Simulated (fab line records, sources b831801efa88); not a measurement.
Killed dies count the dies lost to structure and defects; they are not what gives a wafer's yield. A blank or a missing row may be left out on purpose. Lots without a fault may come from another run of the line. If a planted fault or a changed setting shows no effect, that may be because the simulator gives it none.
Which tool is to blame?    flow sky130    14 lots with 42 wafers sampled at 6 steps, on a route of 708 steps

## WHAT THE GAUGES SHOWED, per wafer
SKY_CAPM_OVL_MEAS_12. Usual: for CAPM_OVL the level is -0.3 nm and the standard deviation is 1.5.
lot   measured      on          CAPM_OVL (nm)   flag
L859  day 36 22:44  overlay-02  -0.4 -0.7 2.0   
L860  day 37 02:47  overlay-02  0.7 0.4 -0.6    
L865  day 40 07:39  overlay-02  -0.8 0.2 1.4    
L867  day 40 12:38  overlay-01  2.2 0.3 1.5     
L866  day 40 17:27  overlay-02  -4.8 -0.9 -2.1  
L869  day 40 17:45  overlay-01  -0.7 1.0 -1.2   
L872  day 41 18:28  overlay-01  0.9 0.9 -0.7    
L871  day 41 21:53  overlay-01  1.2 1.0 2.0     
L873  day 42 16:09  overlay-01  2.0 -0.1 -0.4   
L874  day 42 16:48  overlay-02  -0.3 0.4 0.9    
L878  day 43 09:29  overlay-02  1.4 -1.1 0.2    
L879  day 43 10:57  overlay-02  0.2 2.4 -0.8    
L880  day 43 23:58  overlay-02  -0.5 -1.8 -2.2  
L882  day 44 04:32  overlay-02  -1.9 -0.2 -0.7  

SKY_METAL5_RS_MEAS_05: measurement is done with a four-point probe. Usual: for METAL5_ALCU_RS the level is 0.0270 ohm/sq and the standard deviation is 0.00033.
lot   measured      on             METAL5_ALCU_RS (ohm/sq)  flag
L859  day 42 08:56  film-metro-04  0.0272 0.0270 0.0271     
L860  day 42 12:34  film-metro-03  0.0271 0.0271 0.0271     
L865  day 45 08:53  film-metro-01  0.0265 0.0274 0.0266     
L867  day 45 17:25  film-metro-03  0.0273 0.0270 0.0274     
L866  day 45 20:41  film-metro-04  0.0213 0.0220 0.0219     OFF
L869  day 45 22:00  film-metro-01  0.0212 0.0216 0.0216     OFF
L872  day 46 14:07  film-metro-01  0.0270 0.0269 0.0272     
L871  day 46 16:26  film-metro-03  0.0269 0.0270 0.0271     
L873  day 47 13:31  film-metro-01  0.0266 0.0270 0.0269     
L874  day 47 13:55  film-metro-04  0.0272 0.0276 0.0275     
L878  day 48 02:00  film-metro-04  0.0267 0.0270 0.0267     
L879  day 48 04:03  film-metro-01  0.0271 0.0267 0.0268     
L880  day 48 15:56  film-metro-04  0.0276 0.0265 0.0275     
L882  day 48 20:04  film-metro-01  0.0268 0.0268 0.0268     

SKY_METAL5_THK_MEAS_06: measures by xrf. Usual: for METAL5_ALCU_THK the level is 1147 nm and the standard deviation is 15.
lot   measured      on             METAL5_ALCU_THK (nm)  flag
L859  day 42 09:04  film-metro-04  1133 1140 1131        
L860  day 42 12:41  film-metro-03  1143 1143 1143        
L865  day 45 09:01  film-metro-01  1174 1135 1177        
L867  day 45 17:32  film-metro-03  1138 1153 1135        
L866  day 45 20:47  film-metro-04  1442 1410 1410        OFF
L869  day 45 22:07  film-metro-01  1456 1448 1439        OFF
L872  day 46 14:14  film-metro-01  1138 1145 1134        
L871  day 46 16:34  film-metro-03  1157 1151 1148        
L873  day 47 13:37  film-metro-01  1165 1142 1145        
L874  day 47 14:02  film-metro-04  1142 1121 1122        
L878  day 48 02:07  film-metro-04  1161 1150 1156        
L879  day 48 04:10  film-metro-01  1144 1154 1158        
L880  day 48 16:02  film-metro-04  1120 1175 1127        
L882  day 48 20:11  film-metro-01  1159 1149 1151        

## TOOL THAT RAN EACH LOT (tool first, then ch and the chambers of the sampled wafers, then the start)
lot   SKY_VIA2_ETCH_15                    SKY_METAL3_SPUTTER_03         SKY_METAL5_SPUTTER_02
L859  rie-diel-03 ch 1,2,3, day 35 19:26  pvd-sputter-02, day 35 20:53  pvd-sputter-02, day 42 08:50
L860  rie-diel-02 ch 0,1,2, day 35 22:39  pvd-sputter-02, day 36 00:06  pvd-sputter-03, day 42 12:26
L865  rie-diel-04 ch 0,1,2, day 39 06:13  pvd-sputter-02, day 39 07:40  pvd-sputter-03, day 45 08:46
L867  rie-diel-04 ch 0,2,3, day 39 11:23  pvd-sputter-01, day 39 12:56  pvd-sputter-02, day 45 17:17
L866  rie-diel-03 ch 1,2, day 39 14:21    pvd-sputter-04, day 39 16:38  pvd-sputter-03, day 45 20:32
L869  rie-diel-03 ch 1,2, day 39 16:00    pvd-sputter-01, day 39 17:41  pvd-sputter-03, day 45 21:53
L872  rie-diel-04 ch 0,1,2, day 40 16:58  pvd-sputter-01, day 40 18:22  pvd-sputter-02, day 46 13:59
L871  rie-diel-03 ch 1,2,3, day 40 20:23  pvd-sputter-01, day 40 21:48  pvd-sputter-01, day 46 16:20
L873  rie-diel-03 ch 0,2, day 41 16:19    pvd-sputter-04, day 41 17:43  pvd-sputter-02, day 47 13:22
L874  rie-diel-02 ch 0,2,3, day 41 17:32  pvd-sputter-04, day 41 18:57  pvd-sputter-01, day 47 13:48
L878  rie-diel-02 ch 0,2,3, day 42 10:02  pvd-sputter-04, day 42 11:29  pvd-sputter-01, day 48 01:52
L879  rie-diel-02 ch 0,1,3, day 42 11:46  pvd-sputter-04, day 42 13:10  pvd-sputter-02, day 48 03:56
L880  rie-diel-03 ch 0,1, day 42 23:50    pvd-sputter-04, day 43 01:44  pvd-sputter-03, day 48 15:47
L882  rie-diel-02 ch 0,1,3, day 43 04:49  pvd-sputter-01, day 43 06:26  pvd-sputter-01, day 48 19:56
- SKY_VIA2_ETCH_15: etches SiO2 in C4F8/O2/Ar, stops on TiN, target depth 546 nm, time 84 s.
- SKY_METAL3_SPUTTER_03: material Ti, target thk 5 nm, time 3.3 s.
- SKY_METAL5_SPUTTER_02: material AlCu, target thk 1150 nm, time 61.2 s.

## WHAT THE TOOLS THEMSELVES READ (means of the sampled wafers that have a number; where no wafer has one, the mark that the record gives instead)
SKY_VIA2_ETCH_15. Usual: oes-product-au at 0.939 a.u., with a standard deviation of 0.0048.
lot   tool         oes-product-au (a.u.)  flag
L859  rie-diel-03  0.940                  
L860  rie-diel-02  0.941                  
L865  rie-diel-04  0.941                  
L867  rie-diel-04  0.938                  
L866  rie-diel-03  0.941                  
L869  rie-diel-03  0.933                  
L872  rie-diel-04  0.937                  
L871  rie-diel-03  0.938                  
L873  rie-diel-03  0.938                  
L874  rie-diel-02  0.936                  
L878  rie-diel-02  0.942                  
L879  rie-diel-02  0.943                  
L880  rie-diel-03  0.935                  
L882  rie-diel-02  0.935                  

SKY_METAL3_SPUTTER_03. Usual: throttle-valve-pct at 29.9 %, with a standard deviation of 0.9.
lot   tool            throttle-valve-pct (%)  flag
L859  pvd-sputter-02  29.4                    
L860  pvd-sputter-02  29.4                    
L865  pvd-sputter-02  29.9                    
L867  pvd-sputter-01  29.2                    
L866  pvd-sputter-04  30.5                    
L869  pvd-sputter-01  29.1                    
L872  pvd-sputter-01  30.0                    
L871  pvd-sputter-01  29.2                    
L873  pvd-sputter-04  30.6                    
L874  pvd-sputter-04  31.1                    
L878  pvd-sputter-04  30.5                    
L879  pvd-sputter-04  30.0                    
L880  pvd-sputter-04  29.9                    
L882  pvd-sputter-01  30.6                    

SKY_METAL5_SPUTTER_02. Usual: throttle-valve-pct at 29.7 %, with a standard deviation of 0.79.
lot   tool            throttle-valve-pct (%)  flag
L859  pvd-sputter-02  29.8                    
L860  pvd-sputter-03  30.1                    
L865  pvd-sputter-03  29.5                    
L867  pvd-sputter-02  29.4                    
L866  pvd-sputter-03  30.0                    
L869  pvd-sputter-03  29.8                    
L872  pvd-sputter-02  29.7                    
L871  pvd-sputter-01  29.4                    
L873  pvd-sputter-02  29.1                    
L874  pvd-sputter-01  28.8                    
L878  pvd-sputter-01  30.1                    
L879  pvd-sputter-02  30.2                    
L880  pvd-sputter-03  30.3                    
L882  pvd-sputter-01  30.2                    

## THE ANSWER, worked out from the rows above alone
Rule: a lot is off if the mean of its wafers that have a number lies more than 3 standard deviations from the usual mean. A lot without any number at a reading at which 4 lots or more have one is off too. Where the step has rows for the other lots, those lots are counted as sound. The gauges are gone through in route order, then the tools' own readings, and for those a lot's mean is taken as printed above. At the first step where some lot is off, the reading lying furthest off is the one used; lots without a number count as furthest.
Off: L866, L869, at SKY_METAL5_RS_MEAS_05 (METAL5_ALCU_RS).
If a tool, at a process step before that reading, ran all the lots that are off and no sound lot after the first of them, it fits. Gauges at SKY_METAL5_RS_MEAS_05: tried the same way as those tools. Of those tried, none fits.

## WHAT THE SIMULATOR PUT IN
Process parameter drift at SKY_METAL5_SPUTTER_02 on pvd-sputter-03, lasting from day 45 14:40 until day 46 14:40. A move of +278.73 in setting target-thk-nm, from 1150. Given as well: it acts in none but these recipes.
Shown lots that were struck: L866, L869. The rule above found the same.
